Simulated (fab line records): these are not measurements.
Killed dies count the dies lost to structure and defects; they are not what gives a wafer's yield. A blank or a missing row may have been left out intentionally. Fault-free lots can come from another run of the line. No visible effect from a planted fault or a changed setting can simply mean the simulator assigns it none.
A struck lot beside a sound one -- flow sky130 -- 14 steps out of a route of 708
Sound: wafers L319.1, L319.3, L319.4. The struck wafers were L321.3, L321.5, L321.6. Last of all comes the cause.
Per side, at each step with rows, come the tool, then ch with its chambers, and then its first start. Under that, the readings that differ: sound wafers -- struck wafers -- difference of the means -- sigmas: that difference in standard deviations of wafers without a fault.
alike: a reading whose means differ by less than 2 such deviations, as well as words and numbers matching on both sides. not compared: withheld readings; readings where some wafer has no value; bounds like >300 that might hide an equal value; numbers whose values overlap and for which the record gives no deviation.
A row with sigmas, a row that says differs or no value, or rows on one side alone: a step with any of these is where the two part. When numbers do not overlap yet have no deviation, they are printed without sigmas and do not part them. Lack of a reading on every wafer of one side parts them only where that side has two or more wafers.

SKY_METAL4_SPUTTER_02: material AlCu, target thk 735 nm, time 39.1 s.
  sound on pvd-sputter-01, day 44 16:35; struck on pvd-sputter-04, day 45 03:11
  alike: throttle-valve-pct
SKY_METAL4_SPUTTER_03: material Ti, target thk 5 nm, time 3.3 s.
  sound on pvd-sputter-01, day 44 16:38; struck on pvd-sputter-04, day 45 03:13
  alike: throttle-valve-pct
SKY_METAL4_SPUTTER_04: material TiN, target thk 70 nm, time 58.3 s.
  sound on pvd-sputter-01, day 44 16:39; struck on pvd-sputter-04, day 45 03:14
  alike: throttle-valve-pct
SKY_CAP2M_CVD_00: deposits SiO2, target thk 15.5 nm.
  sound on pecvd-02 ch 0,1,2, day 44 16:42; struck on pecvd-02 ch 1,2, day 45 03:17
  alike: heater-power-w
SKY_CAP2M_THK_MEAS_01:
  sound on film-metro-02, day 44 16:43; struck on film-metro-03, day 45 03:20
  alike: CAP2M_CVD_00_THK
SKY_CAP2M_SPUTTER_02: material TiN, target thk 200 nm, time 166.7 s.
  sound on pvd-sputter-03, day 44 16:47; struck on pvd-sputter-03, day 45 03:22
  alike: throttle-valve-pct
SKY_CAP2M_RS_MEAS_03: measurement is done with a four-point probe.
  sound on film-metro-04, day 44 16:54; struck on film-metro-03, day 45 03:31
  alike: CAP2M_TIN_RS
SKY_CAP2M_THK_MEAS_04: measures by xrf.
  sound on film-metro-04, day 44 17:01; struck on film-metro-03, day 45 03:37
  alike: CAP2M_TIN_THK
then, 4 steps without rows for these wafers: SKY_CAP2M_DEHYDRATE_05 (time 60 s); SKY_CAP2M_HMDS_06 (prime time 60 s); SKY_CAP2M_COAT_07 (resist thk 1140 nm); SKY_CAP2M_SOFTBAKE_08 (time 60 s).
SKY_CAP2M_EXPOSE_09: exposes mask CAP2M, target cd 1000 nm.
  sound on iline-stepper-02 ch 0, day 45 03:50; struck on iline-stepper-02, day 45 13:57
  no value came back on the struck wafers for exposure-dose-mJ-cm2, focus-offset-nm (nm), stage-vel-mm-s (mm/s); on the sound wafers exposure-dose-mJ-cm2 reads 159.11 159.05 158.76
  alike: mask
next, for these wafers, 1 step has no rows: SKY_CAP2M_PEB_10.

== WHERE THEY PART ==
At SKY_CAP2M_EXPOSE_09 and nowhere else, as far as this record goes.

WHY: what the simulator had put in
Skipped step whole: iline-stepper-02, from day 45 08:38 on, at SKY_CAP2M_EXPOSE_09. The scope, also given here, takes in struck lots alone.
